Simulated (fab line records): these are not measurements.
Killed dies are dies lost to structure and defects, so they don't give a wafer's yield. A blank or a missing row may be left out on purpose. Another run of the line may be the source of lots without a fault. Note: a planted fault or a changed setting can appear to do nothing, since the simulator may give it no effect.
fab line records + flow sky130
record:
- lots: 13
- wafers: 39
- lastDay: 50
route steps=708 shown SONOS_ONO@182 GATE_OXIDE@200 LDD_P@265 LDD_HVN@276
lots that met no fault: from a run of the same line without faults
startH: hours from the record's opening day to when the first of the lot's shown wafers began + waitH: time in hours since the lot's previous step + " as in the row above + L1.1+2: a single row standing in for several wafers + - no value, or no start given + * or withheld: withheld + < > ~ a bound
route shown NAME@n: names a module that has steps shown in the file, with the first one's number in the route + usual: mean and standard deviation over wafers with no fault + same: alike in all rows + chamber/n: place in a boat + sites: each site's reading + _std_site: their standard deviation + _edge_site: the outer-site mean with the inner-site mean subtracted + radiusMm: for every site, how far away it sits from the centre of the wafer + mask NAME#n: copy n + behind: tool/chamber where the wafer was last shaped + hold: what put the lot on hold/how long, in hours/how the hold closed + device: the transistor (n, p or np) that didn't switch + end of line: the route-end tests of the same wafers + step lacking rows: just its recipe + killed: at the first sort, the dies lost to defects and structure; wafer yield is something else + map: the dies of a wafer, with x for killed, . for not killed, _ for no die there
set.NAME: the run value of the setting; set.NAME@STEP: its run value at that earlier step + model.NAME: the simulator's own value behind a step, which no gauge read
a sample of lots followed through the steps of the route, with each step as a table and each wafer as a row
services: from which hour (startH, from the record's first day; less than 0 if before it) a tool's chamber was out of use, for how many hours, and why
== steps ==
step: SKY_SONOS_ONO_OVL_MEAS_14
usual:
- SONOS_ONO_OVL: 0.5/1.4
| lot.wafer | tool       | chamber | startH | waitH | SONOS_ONO_OVL[nm] |
|-----------|------------|---------|--------|-------|-------------------|
| L286.3    | overlay-01 | -       | 286.20 | 0.1   | -2.4              |
| L286.4    | "          | -       | "      | "     | -0.2              |
| L286.6    | "          | -       | "      | "     | 1.2               |
| L287.1    | overlay-01 | -       | 303.82 | 0.1   | -1.8              |
| L287.2    | "          | -       | "      | "     | -1.4              |
| L287.3    | "          | -       | "      | "     | 0.4               |
| L290.4    | overlay-01 | -       | 322.94 | 0.1   | -2.0              |
| L290.5    | "          | -       | "      | "     | 0.3               |
| L290.6    | "          | -       | "      | "     | -2.5              |
| L289.2    | overlay-01 | -       | 323.53 | 0.1   | 1.7               |
| L289.3    | "          | -       | "      | "     | 1.1               |
| L289.4    | "          | -       | "      | "     | 3.2               |
| L291.2    | overlay-01 | -       | 330.14 | 0.1   | 0.9               |
| L291.5    | "          | -       | "      | "     | 2.5               |
| L291.6    | "          | -       | "      | "     | 0.3               |
| L292.2    | overlay-01 | -       | 345.84 | 0.1   | 0.9               |
| L292.4    | "          | -       | "      | "     | 0.7               |
| L292.6    | "          | -       | "      | "     | 0.2               |
| L293.3    | overlay-01 | -       | 347.86 | 0.1   | 0.6               |
| L293.5    | "          | -       | "      | "     | 0.0               |
| L293.6    | "          | -       | "      | "     | 2.9               |
| L295.1    | overlay-02 | -       | 360.27 | 0.1   | -0.5              |
| L295.4    | "          | -       | "      | "     | -0.1              |
| L295.6    | "          | -       | "      | "     | 0.2               |
| L296.2    | overlay-01 | -       | 374.03 | 0.1   | 2.4               |
| L296.3    | "          | -       | "      | "     | 2.5               |
| L296.6    | "          | -       | "      | "     | 3.3               |
| L297.3    | overlay-01 | -       | 378.70 | 0.1   | -0.1              |
| L297.5    | "          | -       | "      | "     | 1.9               |
| L297.6    | "          | -       | "      | "     | 0.9               |
| L302.1    | overlay-02 | -       | 422.53 | 0.1   | -1.6              |
| L302.2    | "          | -       | "      | "     | 0.9               |
| L302.6    | "          | -       | "      | "     | 0.9               |
| L304.2    | overlay-02 | -       | 436.54 | 0.1   | 3.2               |
| L304.4    | "          | -       | "      | "     | 2.6               |
| L304.6    | "          | -       | "      | "     | 2.9               |
| L308.1    | overlay-02 | -       | 472.93 | 0.1   | 1.7               |
| L308.5    | "          | -       | "      | "     | 1.2               |
| L308.6    | "          | -       | "      | "     | 0.3               |
step: SKY_SONOS_ONO_ETCH_15
recipe:
- targetDepthNm: 19.52
- chemistry: CHF3/O2
- sourceW: 600
- biasW: 200
- pressureMtorr: 40
- chf3FlowSccm: 50
- O2_flow_sccm: 5
- timeS: 7.8
usual:
- drypumpMotorCurrentA: 5.5/0.48
- oesProductAu: 0.998/0.0092
- throttleValvePct: 8.825/0.0087
| lot.wafer | tool       | chamber | startH | waitH | drypumpMotorCurrentA | oesProductAu | rfHoursCounterH | throttleValvePct |
|-----------|------------|---------|--------|-------|----------------------|--------------|-----------------|------------------|
| L286.3    | rieDiel-01 | 2       | 286.22 | 0.0   | 5.9                  | 0.988        | 4               | 8.812            |
| L286.4    | "          | 0       | "      | "     | 6.0                  | 0.996        | 74              | 8.813            |
| L286.6    | "          | 3       | "      | "     | 4.8                  | 0.985        | -               | 8.834            |
| L287.1    | rieDiel-04 | 3       | 303.86 | 0.0   | 6.0                  | 1.007        | 5               | 8.842            |
| L287.2    | "          | 1       | "      | "     | 5.8                  | 0.987        | 1               | 8.839            |
| L287.3    | "          | 2       | "      | "     | 5.1                  | 0.998        | 15              | 8.816            |
| L290.4    | rieDiel-01 | 0       | 322.96 | 0.0   | 6.0                  | 1.000        | 75              | 8.820            |
| L290.5    | "          | 0       | "      | "     | 6.0                  | 1.004        | -               | 8.826            |
| L290.6    | "          | 1       | "      | "     | 6.1                  | 1.001        | -               | 8.825            |
| L289.2    | rieDiel-04 | 3       | 323.56 | 0.0   | 6.0                  | 1.002        | 5               | 8.811            |
| L289.3    | "          | 2       | "      | "     | 5.1                  | 1.002        | 15              | 8.818            |
| L289.4    | "          | 0       | "      | "     | 5.1                  | 1.004        | 98              | 8.824            |
| L291.2    | rieDiel-01 | 3       | 330.17 | 0.0   | 4.8                  | 0.989        | 8               | 8.826            |
| L291.5    | "          | 2       | "      | "     | 5.8                  | 1.001        | -               | 8.816            |
| L291.6    | "          | 3       | "      | "     | 4.8                  | 1.002        | -               | 8.817            |
| L292.2    | rieDiel-04 | 3       | 345.87 | 0.0   | 6.0                  | 1.004        | 5               | 8.828            |
| L292.4    | "          | 1       | "      | "     | 5.8                  | 1.000        | 1               | 8.817            |
| L292.6    | "          | 3       | "      | "     | 6.0                  | 1.000        | -               | 8.832            |
| L293.3    | rieDiel-01 | 3       | 347.89 | 0.0   | 4.8                  | 0.990        | 9               | 8.820            |
| L293.5    | "          | 0       | "      | "     | 6.0                  | 0.991        | -               | 8.825            |
| L293.6    | "          | 3       | "      | "     | 4.8                  | 0.983        | -               | 8.823            |
| L295.1    | rieDiel-02 | 3       | 360.31 | 0.0   | 5.0                  | 0.984        | 45              | 8.818            |
| L295.4    | "          | 3       | "      | "     | 5.0                  | 0.988        | -               | 8.816            |
| L295.6    | "          | 1       | "      | "     | 5.0                  | 1.007        | -               | 8.832            |
| L296.2    | rieDiel-02 | 3       | 374.06 | 0.0   | 5.0                  | 0.990        | 45              | 8.826            |
| L296.3    | "          | 1       | "      | "     | 5.0                  | 1.005        | 25              | 8.817            |
| L296.6    | "          | 1       | "      | "     | 5.0                  | 1.004        | -               | 8.832            |
| L297.3    | rieDiel-02 | 1       | 378.72 | 0.0   | 5.0                  | 0.991        | 25              | 8.810            |
| L297.5    | "          | 3       | "      | "     | 5.0                  | 0.988        | -               | 8.819            |
| L297.6    | "          | 0       | "      | "     | 5.4                  | 0.979        | -               | 8.827            |
| L302.1    | rieDiel-01 | 1       | 422.57 | 0.0   | 6.1                  | 0.999        | 10              | 8.829            |
| L302.2    | "          | 2       | "      | "     | 5.9                  | 1.008        | 6               | 8.823            |
| L302.6    | "          | 2       | "      | "     | 5.9                  | 0.999        | -               | 8.838            |
| L304.2    | rieDiel-02 | 3       | 436.57 | 0.0   | 5.0                  | 0.991        | 46              | 8.815            |
| L304.4    | "          | 2       | "      | "     | 5.9                  | 1.001        | -               | 8.812            |
| L304.6    | "          | 1       | "      | "     | 5.0                  | 1.009        | -               | 8.826            |
| L308.1    | rieDiel-04 | 2       | 472.97 | 0.0   | 5.1                  | 0.999        | 18              | 8.833            |
| L308.5    | "          | 2       | "      | "     | 5.1                  | 1.013        | -               | 8.817            |
| L308.6    | "          | 3       | "      | "     | 6.0                  | 1.008        | -               | 8.843            |
step: SKY_GATE_OXIDE_STRIP_13
recipe:
- chemistry: O2/N2
- powerW: 1400
- pressureMtorr: 1500
- platenTempC: withheld
- o2FlowSccm: 3000
- n2FlowSccm: 300
- overashFraction: 0.5
usual:
- drypumpMotorCurrentA: 5.3/0.31
- oesProductAu: 0.716/0.0046
- stripTimeToEndpointS: 14.18/0.032
| lot.wafer | tool           | chamber | startH | waitH | drypumpMotorCurrentA | oesProductAu | rfHoursCounterH | stripTimeToEndpointS |
|-----------|----------------|---------|--------|-------|----------------------|--------------|-----------------|----------------------|
| L286.3    | plasmaAsher-01 | 0       | 314.49 | 0.0   | 5.5                  | 0.714        | -               | 14.23                |
| L286.4    | "              | 1       | "      | "     | 4.8                  | 0.714        | -               | 14.19                |
| L286.6    | "              | 1       | "      | "     | 4.9                  | 0.714        | -               | 14.21                |
| L287.1    | plasmaAsher-01 | 0       | 332.27 | 0.0   | 5.4                  | 0.717        | 52              | 14.18                |
| L287.2    | "              | 1       | "      | "     | 4.9                  | 0.720        | 52              | 14.25                |
| L287.3    | "              | 1       | "      | "     | 4.9                  | 0.713        | -               | 14.20                |
| L290.4    | plasmaAsher-03 | 0       | 352.76 | 0.0   | 5.6                  | 0.703        | -               | 14.17                |
| L290.5    | "              | 0       | "      | "     | 5.6                  | 0.716        | -               | 14.17                |
| L290.6    | "              | 1       | "      | "     | 5.7                  | 0.713        | -               | 14.18                |
| L289.2    | plasmaAsher-01 | 0       | 353.14 | 0.0   | 5.4                  | 0.715        | 54              | 14.21                |
| L289.3    | "              | 1       | "      | "     | 4.9                  | 0.713        | -               | 14.21                |
| L289.4    | "              | 0       | "      | "     | 5.4                  | 0.722        | -               | 14.18                |
| L291.2    | plasmaAsher-03 | 0       | 362.72 | 0.0   | 5.6                  | 0.725        | 23              | 14.10                |
| L291.5    | "              | 0       | "      | "     | 5.6                  | 0.706        | -               | 14.16                |
| L291.6    | "              | 1       | "      | "     | 5.7                  | 0.724        | -               | 14.16                |
| L292.2    | plasmaAsher-01 | 0       | 375.69 | 0.0   | 5.4                  | 0.709        | 56              | 14.19                |
| L292.4    | "              | 0       | "      | "     | 5.4                  | 0.718        | -               | 14.14                |
| L292.6    | "              | 1       | "      | "     | 4.9                  | 0.717        | -               | 14.18                |
| L293.3    | plasmaAsher-01 | 0       | 377.79 | 0.0   | 5.4                  | 0.719        | -               | 14.16                |
| L293.5    | "              | 0       | "      | "     | 5.4                  | 0.716        | -               | 14.19                |
| L293.6    | "              | 1       | "      | "     | 4.8                  | 0.716        | -               | 14.21                |
| L295.1    | plasmaAsher-01 | 0       | 390.67 | 0.0   | 5.4                  | 0.720        | 58              | 14.19                |
| L295.4    | "              | 0       | "      | "     | 5.4                  | 0.719        | -               | 14.20                |
| L295.6    | "              | 1       | "      | "     | 4.9                  | 0.715        | -               | 14.20                |
| L296.2    | plasmaAsher-03 | 0       | 404.75 | 0.0   | 5.6                  | 0.721        | 27              | 14.17                |
| L296.3    | "              | 1       | "      | "     | 5.7                  | 0.710        | -               | 14.13                |
| L296.6    | "              | 1       | "      | "     | 5.7                  | 0.708        | -               | 14.13                |
| L297.3    | plasmaAsher-01 | 0       | 413.54 | 0.0   | 5.4                  | 0.719        | -               | 14.15                |
| L297.5    | "              | 0       | "      | "     | 5.5                  | 0.715        | -               | 14.12                |
| L297.6    | "              | 1       | "      | "     | 4.9                  | 0.712        | -               | 14.09                |
| L302.1    | plasmaAsher-01 | 0       | 455.60 | 0.0   | 5.4                  | 0.717        | 64              | 14.18                |
| L302.2    | "              | 1       | "      | "     | 4.9                  | 0.717        | 64              | 14.17                |
| L302.6    | "              | 1       | "      | "     | 4.9                  | 0.717        | -               | 14.14                |
| L304.2    | plasmaAsher-04 | 0       | 470.07 | 0.0   | 5.1                  | 0.717        | 78              | 14.15                |
| L304.4    | "              | 0       | "      | "     | 5.1                  | 0.720        | -               | 14.20                |
| L304.6    | "              | 0       | "      | "     | 5.1                  | 0.722        | -               | 14.19                |
| L308.1    | plasmaAsher-03 | 1       | 505.97 | 0.0   | 5.7                  | 0.720        | 38              | 14.22                |
| L308.5    | "              | 0       | "      | "     | 5.6                  | 0.718        | -               | 14.19                |
| L308.6    | "              | 1       | "      | "     | 5.7                  | 0.717        | -               | 14.18                |
step: SKY_LDD_P_STRIP_10
recipe:
- chemistry: O2/N2
- powerW: 1400
- pressureMtorr: 1500
- platenTempC: withheld
- o2FlowSccm: 3000
- n2FlowSccm: 300
- overashFraction: 0.5
usual:
- drypumpMotorCurrentA: 5.35/0.28
- oesProductAu: 0.715/0.0046
- stripTimeToEndpointS: 14.17/0.038
| lot.wafer | tool           | chamber | startH | waitH | drypumpMotorCurrentA | oesProductAu | rfHoursCounterH | stripTimeToEndpointS |
|-----------|----------------|---------|--------|-------|----------------------|--------------|-----------------|----------------------|
| L286.3    | plasmaAsher-03 | 0       | 438.19 | 0.1   | 5.60                 | 0.709        | -               | 14.16                |
| L286.4    | "              | 1       | "      | "     | 5.71                 | 0.711        | -               | 14.17                |
| L286.6    | "              | 1       | "      | "     | 5.70                 | 0.707        | -               | 14.17                |
| L287.1    | plasmaAsher-04 | 0       | 462.74 | 0.1   | 5.09                 | 0.719        | 77              | 14.20                |
| L287.2    | "              | 1       | "      | "     | 5.38                 | 0.715        | 77              | 14.21                |
| L287.3    | "              | 0       | "      | "     | 5.10                 | 0.716        | -               | 14.17                |
| L290.4    | plasmaAsher-01 | 1       | 481.44 | 0.1   | 4.89                 | 0.709        | -               | 14.25                |
| L290.5    | "              | 1       | "      | "     | 4.90                 | 0.715        | -               | 14.22                |
| L290.6    | "              | 0       | "      | "     | 5.43                 | 0.709        | -               | 14.16                |
| L289.2    | plasmaAsher-03 | 1       | 485.04 | 0.1   | 5.72                 | 0.712        | 36              | 14.16                |
| L289.3    | "              | 1       | "      | "     | 5.69                 | 0.711        | -               | 14.14                |
| L289.4    | "              | 0       | "      | "     | 5.60                 | 0.720        | -               | 14.12                |
| L291.2    | plasmaAsher-03 | 0       | 494.06 | 0.1   | 5.59                 | 0.706        | 36              | 14.20                |
| L291.5    | "              | 0       | "      | "     | 5.61                 | 0.715        | -               | 14.23                |
| L291.6    | "              | 1       | "      | "     | 5.72                 | 0.703        | -               | 14.14                |
| L292.2    | plasmaAsher-04 | 0       | 508.21 | 0.1   | 5.08                 | 0.716        | 82              | 14.18                |
| L292.4    | "              | 1       | "      | "     | 5.36                 | 0.716        | -               | 14.15                |
| L292.6    | "              | 0       | "      | "     | 5.09                 | 0.720        | -               | 14.13                |
| L293.3    | plasmaAsher-04 | 1       | 512.05 | 0.1   | 5.37                 | 0.705        | -               | 14.12                |
| L293.5    | "              | 0       | "      | "     | 5.12                 | 0.712        | -               | 14.09                |
| L293.6    | "              | 1       | "      | "     | 5.35                 | 0.713        | -               | 14.14                |
| L295.1    | plasmaAsher-03 | 0       | 525.27 | 0.1   | 5.60                 | 0.714        | 39              | 14.19                |
| L295.4    | "              | 1       | "      | "     | 5.69                 | 0.719        | -               | 14.18                |
| L295.6    | "              | 0       | "      | "     | 5.58                 | 0.711        | -               | 14.24                |
| L296.2    | plasmaAsher-01 | 1       | 536.61 | 0.1   | 4.87                 | 0.708        | 72              | 14.17                |
| L296.3    | "              | 1       | "      | "     | 4.89                 | 0.717        | -               | 14.19                |
| L296.6    | "              | 0       | "      | "     | 5.44                 | 0.715        | -               | 14.16                |
| L297.3    | plasmaAsher-01 | 0       | 544.27 | 0.1   | 5.42                 | 0.704        | -               | 14.16                |
| L297.5    | "              | 1       | "      | "     | 4.89                 | 0.709        | -               | 14.19                |
| L297.6    | "              | 0       | "      | "     | 5.45                 | 0.718        | -               | 14.15                |
| L302.1    | plasmaAsher-01 | 0       | 587.44 | 0.1   | 5.43                 | 0.717        | 77              | 14.18                |
| L302.2    | "              | 1       | "      | "     | 4.84                 | 0.715        | 77              | 14.14                |
| L302.6    | "              | 0       | "      | "     | 5.43                 | 0.710        | -               | 14.17                |
| L304.2    | plasmaAsher-04 | 1       | 600.38 | 0.1   | 5.37                 | 0.921        | 91              | -                    |
| L304.4    | "              | 1       | "      | "     | 5.36                 | 0.924        | -               | -                    |
| L304.6    | "              | 1       | "      | "     | 5.38                 | 0.919        | -               | -                    |
| L308.1    | plasmaAsher-03 | 0       | 633.37 | 0.1   | 5.60                 | 0.714        | 50              | 14.23                |
| L308.5    | "              | 1       | "      | "     | 5.72                 | 0.713        | -               | 14.19                |
| L308.6    | "              | 0       | "      | "     | 5.60                 | 0.726        | -               | 14.22                |
step: SKY_LDD_HVN_STRIP_09
recipe:
- chemistry: O2/N2
- powerW: 1400
- pressureMtorr: 1500
- platenTempC: withheld
- o2FlowSccm: 3000
- n2FlowSccm: 300
- overashFraction: 0.5
usual:
- drypumpMotorCurrentA: 5.55/0.26
- oesProductAu: 0.409/0.0044
- stripTimeToEndpointS: 4.136/0.013
| lot.wafer | tool           | chamber | startH | waitH | drypumpMotorCurrentA | oesProductAu | rfHoursCounterH | stripTimeToEndpointS |
|-----------|----------------|---------|--------|-------|----------------------|--------------|-----------------|----------------------|
| L286.3    | plasmaAsher-04 | 0       | 469.57 | 0.1   | 5.12                 | 0.406        | -               | 4.131                |
| L286.4    | "              | 1       | "      | "     | 5.37                 | 0.402        | -               | 4.129                |
| L286.6    | "              | 1       | "      | "     | 5.39                 | 0.408        | -               | 4.136                |
| L287.1    | plasmaAsher-04 | 0       | 493.80 | 0.1   | 5.11                 | 0.411        | 80              | 4.151                |
| L287.2    | "              | 1       | "      | "     | 5.34                 | 0.407        | 80              | 4.134                |
| L287.3    | "              | 0       | "      | "     | 5.07                 | 0.408        | -               | 4.122                |
| L290.4    | plasmaAsher-03 | 0       | 512.72 | 0.1   | 5.60                 | 0.404        | -               | 4.141                |
| L290.5    | "              | 0       | "      | "     | 5.60                 | 0.404        | -               | 4.110                |
| L290.6    | "              | 1       | "      | "     | 5.72                 | 0.411        | -               | 4.147                |
| L289.2    | plasmaAsher-03 | 0       | 516.79 | 0.1   | 5.58                 | 0.408        | 39              | 4.104                |
| L289.3    | "              | 0       | "      | "     | 5.58                 | 0.408        | -               | 4.121                |
| L289.4    | "              | 1       | "      | "     | 5.71                 | 0.406        | -               | 4.102                |
| L291.2    | plasmaAsher-02 | 1       | 525.45 | 0.1   | 5.31                 | 0.407        | 9               | 4.121                |
| L291.5    | "              | 1       | "      | "     | 5.34                 | 0.408        | -               | 4.144                |
| L291.6    | "              | 0       | "      | "     | 6.01                 | 0.415        | -               | 4.145                |
| L292.2    | plasmaAsher-03 | 0       | 538.75 | 0.1   | 5.61                 | 0.405        | 41              | 4.155                |
| L292.4    | "              | 0       | "      | "     | 5.61                 | 0.408        | -               | 4.166                |
| L292.6    | "              | 1       | "      | "     | 5.70                 | 0.407        | -               | 4.124                |
| L293.3    | plasmaAsher-03 | 0       | 541.88 | 0.1   | 5.59                 | 0.409        | -               | 4.140                |
| L293.5    | "              | 0       | "      | "     | 5.59                 | 0.412        | -               | 4.140                |
| L293.6    | "              | 1       | "      | "     | 5.70                 | 0.410        | -               | 4.132                |
| L295.1    | plasmaAsher-02 | 1       | 555.39 | 0.1   | 5.31                 | 0.414        | 12              | 4.144                |
| L295.4    | "              | 1       | "      | "     | 5.31                 | 0.407        | -               | 4.135                |
| L295.6    | "              | 1       | "      | "     | 5.30                 | 0.411        | -               | 4.123                |
| L296.2    | plasmaAsher-03 | 1       | 566.29 | 0.1   | 5.72                 | 0.411        | 44              | 4.147                |
| L296.3    | "              | 0       | "      | "     | 5.58                 | 0.413        | -               | 4.130                |
| L296.6    | "              | 0       | "      | "     | 5.61                 | 0.406        | -               | 4.147                |
| L297.3    | plasmaAsher-04 | 1       | 574.23 | 0.1   | 5.35                 | 0.412        | -               | 4.145                |
| L297.5    | "              | 1       | "      | "     | 5.34                 | 0.406        | -               | 4.152                |
| L297.6    | "              | 0       | "      | "     | 5.10                 | 0.413        | -               | 4.151                |
| L302.1    | plasmaAsher-03 | 0       | 617.34 | 0.1   | 5.61                 | 0.410        | 49              | 4.126                |
| L302.2    | "              | 1       | "      | "     | 5.71                 | 0.398        | 49              | 4.137                |
| L302.6    | "              | 0       | "      | "     | 5.59                 | 0.410        | -               | 4.102                |
| L304.2    | plasmaAsher-03 | 0       | 629.59 | 0.1   | 5.59                 | 0.720        | 50              | 12.844               |
| L304.4    | "              | 0       | "      | "     | 5.59                 | 0.722        | -               | 12.824               |
| L304.6    | "              | 0       | "      | "     | 5.58                 | 0.713        | -               | 12.808               |
| L308.1    | plasmaAsher-04 | 1       | 662.04 | 0.1   | 5.36                 | 0.410        | 96              | 4.160                |
| L308.5    | "              | 1       | "      | "     | 5.34                 | 0.415        | -               | 4.157                |
| L308.6    | "              | 0       | "      | "     | 5.13                 | 0.401        | -               | 4.147                |
step: SKY_LDD_HVN_TW_MEAS_10
usual:
- LDD_HVN_TW: 1436/12
| lot.wafer | tool         | chamber | startH | waitH | LDD_HVN_TW |
|-----------|--------------|---------|--------|-------|------------|
| L286.3    | filmMetro-01 | -       | 469.66 | 0.1   | 1448       |
| L286.4    | "            | -       | "      | "     | 1442       |
| L286.6    | "            | -       | "      | "     | 1451       |
| L287.1    | filmMetro-04 | -       | 493.90 | 0.1   | 1445       |
| L287.2    | "            | -       | "      | "     | 1446       |
| L287.3    | "            | -       | "      | "     | 1447       |
| L290.4    | filmMetro-01 | -       | 512.82 | 0.1   | 1447       |
| L290.5    | "            | -       | "      | "     | 1442       |
| L290.6    | "            | -       | "      | "     | 1442       |
| L289.2    | filmMetro-04 | -       | 516.90 | 0.1   | 1453       |
| L289.3    | "            | -       | "      | "     | 1442       |
| L289.4    | "            | -       | "      | "     | 1440       |
| L291.2    | filmMetro-03 | -       | 525.56 | 0.1   | 1417       |
| L291.5    | "            | -       | "      | "     | 1415       |
| L291.6    | "            | -       | "      | "     | 1419       |
| L292.2    | filmMetro-03 | -       | 538.86 | 0.1   | 1423       |
| L292.4    | "            | -       | "      | "     | 1431       |
| L292.6    | "            | -       | "      | "     | 1421       |
| L293.3    | filmMetro-01 | -       | 541.97 | 0.1   | 1441       |
| L293.5    | "            | -       | "      | "     | 1437       |
| L293.6    | "            | -       | "      | "     | 1439       |
| L295.1    | filmMetro-03 | -       | 555.49 | 0.1   | 1432       |
| L295.4    | "            | -       | "      | "     | 1427       |
| L295.6    | "            | -       | "      | "     | 1422       |
| L296.2    | filmMetro-01 | -       | 566.40 | 0.1   | 1437       |
| L296.3    | "            | -       | "      | "     | 1444       |
| L296.6    | "            | -       | "      | "     | 1446       |
| L297.3    | filmMetro-01 | -       | 574.32 | 0.1   | 1444       |
| L297.5    | "            | -       | "      | "     | 1450       |
| L297.6    | "            | -       | "      | "     | 1444       |
| L302.1    | filmMetro-04 | -       | 617.44 | 0.1   | 1437       |
| L302.2    | "            | -       | "      | "     | 1435       |
| L302.6    | "            | -       | "      | "     | 1442       |
| L304.2    | filmMetro-03 | -       | 629.70 | 0.1   | 30         |
| L304.4    | "            | -       | "      | "     | 30         |
| L304.6    | "            | -       | "      | "     | 30         |
| L308.1    | filmMetro-04 | -       | 662.14 | 0.1   | 1439       |
| L308.5    | "            | -       | "      | "     | 1438       |
| L308.6    | "            | -       | "      | "     | 1444       |
== services ==
| tool           | chamber | startH | hours | kind   |
|----------------|---------|--------|-------|--------|
| rieDiel-04     | -       | 277.11 | 1.4   | repair |
| rieDiel-04     | 3       | 288.27 | 4.8   | repair |
| rieDiel-02     | 0       | 297.53 | 28.9  | repair |
| rieDiel-02     | -       | 322.08 | 2.7   | repair |
| plasmaAsher-03 | -       | 322.17 | 3.6   | repair |
| rieDiel-01     | -       | 335.10 | 0.3   | repair |
| plasmaAsher-03 | -       | 340.89 | 4.2   | repair |
| rieDiel-02     | 2       | 357.06 | 22.8  | repair |
| rieDiel-01     | -       | 377.16 | 2.8   | pm     |
| plasmaAsher-01 | -       | 408.61 | 0.6   | repair |
| rieDiel-01     | 0       | 433.67 | 7.4   | repair |
| rieDiel-04     | -       | 434.17 | 14.6  | pm     |
| rieDiel-02     | 0       | 435.25 | 7.2   | repair |
| rieDiel-01     | 0       | 455.55 | 8.2   | repair |
| rieDiel-04     | 0       | 459.46 | 9.3   | repair |
| rieDiel-01     | 3       | 486.22 | 7.7   | repair |
| plasmaAsher-04 | -       | 542.33 | 2.8   | pm     |
| rieDiel-01     | 3       | 543.19 | 5.3   | repair |
| rieDiel-02     | -       | 581.14 | 1.1   | repair |
| plasmaAsher-01 | -       | 598.80 | 4.2   | repair |
| rieDiel-01     | 0       | 616.10 | 10.4  | repair |
| rieDiel-04     | 3       | 617.24 | 7.4   | repair |
| rieDiel-04     | 1       | 621.06 | 1.4   | repair |
| plasmaAsher-01 | -       | 629.78 | 0.9   | repair |
== key ==
firstSign:
- step: SKY_LDD_P_STRIP_10
- reading: oesProductAu
- direction: up
- sigmas: 45
- usual: 0.715
- struck: 0.921
effect:
- step: SKY_LDD_HVN_STRIP_09
- reading: stripTimeToEndpointS
- direction: up
- sigmas: 99+
- usual: *
- struck: *
effect:
- step: SKY_LDD_HVN_TW_MEAS_10
- reading: LDD_HVN_TW
- direction: down
- sigmas: 99+
- usual: 1436
- struck: 30
metAt SKY_LDD_P_STRIP_10
struckLots L304
sortLeftOut L304.2,L304.4,L304.6
testerLeftOut L304
notActingAt SKY_SONOS_ONO_OVL_MEAS_14,SKY_SONOS_ONO_ETCH_15,SKY_GATE_OXIDE_STRIP_13
onsetBetween 512.05 600.38
fault:
- kind: stripAborted
- tool: plasmaAsher-04
- chamber: -
- onsetH: 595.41
- steps: SKY_LDD_P_STRIP_10
- offset: 0.73209
- endH: 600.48
testerLeftOut: of these lots the tester's yield and bins aren't shown, on N5 and GAA mostly nor the transistor test; their killed dies are dies lost to structure and defects alone, not to doping, threshold or leakage, so they don't give the yield
sortLeftOut: the simulated sort isn't trusted on such a fault, so these wafers' sort isn't shown, and their yield isn't known
